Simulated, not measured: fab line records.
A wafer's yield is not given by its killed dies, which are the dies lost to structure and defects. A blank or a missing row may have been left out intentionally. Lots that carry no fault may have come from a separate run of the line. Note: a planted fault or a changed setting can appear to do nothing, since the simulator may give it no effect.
A lot that was struck, set against a sound lot -- flow gf180mcu -- 20 steps out of a route of 602
Sound: wafers L400.4, L400.5, L400.6. Wafers struck: L395.1, L395.3, L395.5. Last of all comes the cause.
For every step that has rows: the tool of each side, followed by ch and its chambers, followed by its first start. Under that, the readings that differ: sound wafers -- struck wafers -- difference of the means -- sigmas: that difference in standard deviations of wafers without a fault.
alike: readings whose means differ by less than 2 such deviations, and words and numbers that are the same on both sides. not compared: withheld readings, readings that some wafer has no value for, bounds like >300 that may hide the same value, and numbers for which the record gives no deviation and whose values overlap.
A row with sigmas, a row that says differs or no value, or rows on one side alone: a step with any of these is where the two part. When numbers do not overlap yet have no deviation, they are printed without sigmas and do not part them. A reading that every wafer of one side lacks parts them only if that side has two wafers or more.

first, 1 step without rows for these wafers: GF_V3_CVD_00 (deposits SiO2, target thk 600 nm, time 100 s).
GF_V3_THK_MEAS_01:
  struck on filmMetro-01, day 27 04:42; sound on filmMetro-01, day 28 14:23
  alike: V3_CVD_00_THK
GF_V3_CVD_02: deposits SiO2 from TEOS, target thk 850 nm, time 94.851 s.
  sound on pecvd-02 ch 0,1,2, day 28 14:27; struck on pecvd-01 ch 0,1,2, day 27 04:46
  alike: heaterPowerW
GF_V3_THK_MEAS_03:
  struck on filmMetro-04, day 27 04:50; sound on filmMetro-02, day 28 14:31
  alike: V3_CVD_02_THK
GF_V3_CMP_04: polishes SiO2.
  sound on cmp-02 ch 0,1,2, day 28 14:39; struck on cmp-01 ch 2,3, day 27 04:53
reading,sound,struck,difference,sigmas
timeToEndpointS (s),88 86 90,77 75 74,-13,-3
  alike: motorCurrentA, platenRpm
GF_V3_BOW_MEAS_05:
  struck on filmMetro-01, day 27 05:11; sound on filmMetro-01, day 28 14:55
  alike: V3_BOW
then, 6 steps without rows for these wafers: GF_V3_DEHYDRATE_06 (time 60 s); GF_V3_HMDS_07 (prime time 60 s); GF_V3_COAT_08; GF_V3_COAT_09 (resist thk 1000 nm); GF_V3_SOFTBAKE_10 (time 60 s); GF_V3_EXPOSE_11 (exposes mask Via3, target cd 260 nm).
GF_V3_PEB_12: peb time 90 s.
  sound on lithoTrack-03 ch 0, day 29 09:44; struck on lithoTrack-01 ch 0, day 28 00:49
reading,sound,struck,difference,sigmas
heaterPowerTotalW (W),85.60 85.66 85.79,83.77 83.75 83.73,-1.93,-24
plateTempC (C),135.21 135.11 135.35,132.86 132.71 132.55,-2.52,-16
  alike: chillPlateTempC
then, 1 step without rows for these wafers: GF_V3_DEVELOP_13 (develop time 60 s).
GF_V3_CD_MEAS_14 targets a cd of 260 nm.
  struck on cdSem-02, day 28 01:10; sound on cdSem-02, day 29 10:02
reading,sound,struck,difference,sigmas
cdNm (nm),259.8 260.2 260.6,251.2 252.1 252.7,-8.2,-7
GF_V3_OVL_MEAS_15:
  struck on overlay-01, day 28 01:17; sound on overlay-01, day 29 10:07
  alike: V3_OVL
GF_V3_ETCH_16: etches BARC in N2/H2.
  sound on rieDiel-02 ch 1,2, day 29 10:08; struck on rieDiel-02 ch 0,3, day 28 01:19
reading,sound,struck,difference,sigmas
model.V3.cdNm (nm),259.3 260.7 260.8,251.6 253.2 253.9,-7.4,
  alike: chamberPressureMTorr, drypumpMotorCurrentA, oesProductAu, throttleValvePct
GF_V3_ETCH_17: etches SiO2 in C4F8/O2/Ar, stops on TiN, target depth 635 nm.
  sound on rieDiel-02 ch 1,2; struck on rieDiel-02 ch 0,3
reading,sound,struck,difference,sigmas
model.V3.cdNm (nm),259.3 260.7 260.8,252.2 252.7 253.6,-7.4,
  alike: chamberPressureMTorr, oesProductAu
GF_V3_STRIP_18: strips in O2/N2.
  sound on plasmaAsher-03 ch 0,1, day 29 10:18; struck on plasmaAsher-04 ch 0,1, day 28 01:27
  alike: chamberPressureMTorr, drypumpMotorCurrentA, heaterPowerW, o2FlowSccm, oesProductAu
  not compared: rfHoursCounterH
GF_PASSIVATION_PROBE_99:
  the record has rows for the sound wafers here (prober-02, day 34 19:13) and none for the struck ones

## WHERE THEY PART
First at GF_V3_CMP_04; last, within this record, at GF_PASSIVATION_PROBE_99.

WHY: what the simulator had put in
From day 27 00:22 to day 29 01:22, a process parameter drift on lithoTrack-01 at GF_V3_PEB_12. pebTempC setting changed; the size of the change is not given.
